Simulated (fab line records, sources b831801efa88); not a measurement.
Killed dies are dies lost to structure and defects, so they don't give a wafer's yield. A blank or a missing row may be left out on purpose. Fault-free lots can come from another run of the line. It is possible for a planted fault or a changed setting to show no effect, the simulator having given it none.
Struck lot and sound lot, side by side + flow gf180mcu + 14 steps out of a route of 602
Sound: these wafers, L800.2, L800.3, L800.6. Wafers struck: L792.1, L792.2, L792.3. Last of all comes the cause.
Per side, at each step with rows, come the tool, then ch with its chambers, and then its first start. Under that, the readings that differ: sound wafers + struck wafers + difference of the means + sigmas: that difference in standard deviations of wafers without a fault.
alike: words and numbers the same on both sides, and readings whose means are apart by under 2 such deviations; not compared: readings that were withheld, readings missing a value for some wafer, numbers with overlapping values and no deviation given by the record, and bounds like >300 which may hide the same value.
A row with sigmas, a row that says differs or no value, or rows on one side alone: a step with any of these is where the two part. Numbers that don't overlap but have no deviation are shown without sigmas and don't part them. Lack of a reading on every wafer of one side parts them only where that side has two or more wafers.

GF_M1_SPUTTER_00: material Ti, target thk 37.5 nm, time 150 s.
  sound on pvd sputter-01 at day 23 14:00; struck on pvd sputter-03 at day 20 18:13
  alike: throttle valve pct
GF_M1_SPUTTER_01: material TiN, target thk 30 nm, time 25 s.
  sound on pvd sputter-01 at day 23 14:06; struck on pvd sputter-03 at day 20 18:19
  alike: throttle valve pct
GF_M1_SPUTTER_02: material AlCu, target thk 450 nm, time 23.9 s.
  sound on pvd sputter-01 at day 23 14:08; struck on pvd sputter-03 at day 20 18:21
  alike: throttle valve pct
GF_M1_SPUTTER_03: material Ti, target thk 10 nm, time 6.7 s.
  sound on pvd sputter-01 at day 23 14:10; struck on pvd sputter-03 at day 20 18:23
  alike: throttle valve pct
GF_M1_SPUTTER_04: material TiN, target thk 50 nm, time 41.7 s.
  sound on pvd sputter-01 at day 23 14:11; struck on pvd sputter-03 at day 20 18:24
  alike: throttle valve pct
GF_M1_RS_MEAS_05: measurement is done with a four-point probe.
  sound on film metro-01 at day 23 14:14; struck on film metro-01 at day 20 18:26
| reading             | sound                | struck               | difference | sigmas |
|---------------------|----------------------|----------------------|------------|--------|
| M1_ALCU_RS (ohm/sq) | 0.0682 0.0671 0.0676 | 0.0699 0.0695 0.0694 | +0.0020    | +2     |
GF_M1_THK_MEAS_06: measures by xrf.
  sound on film metro-01 at day 23 14:21; struck on film metro-01 at day 20 18:34
| reading          | sound       | struck      | difference | sigmas |
|------------------|-------------|-------------|------------|--------|
| M1_ALCU_THK (nm) | 455 460 457 | 441 443 442 | -15        | -2     |
then, 5 steps without rows for these wafers: GF_M1_DEHYDRATE_07 (time 60 s); GF_M1_HMDS_08 (prime time 60 s); GF_M1_COAT_09 (resist thk 1000 nm); GF_M1_SOFTBAKE_10 (time 60 s); GF_M1_EXPOSE_11 (exposes mask Metal1, target cd 230 nm).
GF_M1_PEB_12: peb time 90 s.
  struck on litho track-01, day 21 17:49; sound on litho track-01 ch 0, day 24 12:12
  no value came back on the struck wafers for chill plate temp C (C), exhaust pa (Pa); on the sound wafers chill plate temp C (C) reads 22.90 22.97 22.74
then, 1 step without rows for these wafers: GF_M1_DEVELOP_13 (develop time 60 s).

== WHERE THEY PART ==
At GF_M1_RS_MEAS_05 first; at GF_M1_PEB_12 last (within this record only).

WHY: what had been put in by the simulator
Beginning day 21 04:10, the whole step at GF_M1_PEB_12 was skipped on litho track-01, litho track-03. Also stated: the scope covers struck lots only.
